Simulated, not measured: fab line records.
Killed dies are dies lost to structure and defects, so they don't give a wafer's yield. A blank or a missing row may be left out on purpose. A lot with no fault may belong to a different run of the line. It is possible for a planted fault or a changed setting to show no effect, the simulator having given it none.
Matching of chambers + flow gf180mcu + GF_V3_CMP_04 on cmp-01 has 4 sister chambers
The step polishes SiO2. 8 wafers are shown with their chamber, then 8 later ones without.

WAFERS, EACH WITH ITS CHAMBER
| wafer  | chamber | motorCurrentA (A) | timeToEndpointS (s) |
|--------|---------|-------------------|---------------------|
| L274.2 | 3       | 13.5              | 78                  |
| L285.1 | 0       | 13.0              | 81                  |
| L285.3 | 3       | 13.7              | 77                  |
| L285.6 | 1       | 11.8              | 86                  |
| L286.1 | 2       | 12.1              | 79                  |
| L286.2 | 1       | 11.8              | 80                  |
| L286.4 | 0       | 12.8              | 84                  |
| L288.1 | 2       | 12.6              | 75                  |

WAFERS MISSING THEIR CHAMBER
| wafer  | motorCurrentA (A) | timeToEndpointS (s) |
|--------|-------------------|---------------------|
| L288.2 | 13.3              | 78                  |
| L288.5 | 13.8              | 84                  |
| L291.2 | 11.8              | 80                  |
| L291.3 | 12.7              | 79                  |
| L291.5 | 13.5              | 80                  |
| L292.2 | 12.3              | 77                  |
| L292.3 | 11.9              | 83                  |
| L292.6 | 12.8              | 88                  |

WHICH CHAMBER EACH ONE RAN IN
| wafer  | from the rows above     | in truth                   |
|--------|-------------------------|----------------------------|
| L288.2 | can't be placed: 3 or 0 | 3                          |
| L288.5 | can't be placed: 3 or 0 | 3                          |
| L291.2 | can't be placed: 1 or 2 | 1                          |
| L291.3 | can't be placed: 0 or 2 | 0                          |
| L291.5 | 3                       | 3                          |
| L292.2 | 2                       | 2                          |
| L292.3 | 1                       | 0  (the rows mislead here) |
| L292.6 | 0                       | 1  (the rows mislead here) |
2 of 8 placed correctly. Can't be placed from these rows: 4 (the true chamber is among the candidates in 4). Placed wrongly: 2.
How it was worked out, from the rows above alone: a wafer's distance from a chamber is the root of the sum, over the readings, of the square of ((its reading less the chamber's mean) divided by the reading's scatter). If the next closest chamber is less than 2 further off than the closest, the wafer can't be placed; otherwise it belongs to the closest. A chamber's mean is the mean of its shown wafers. The scatter: the root of (the sum of the squares of (reading less its chamber's mean) over the shown wafers, divided by (wafers less chambers)).
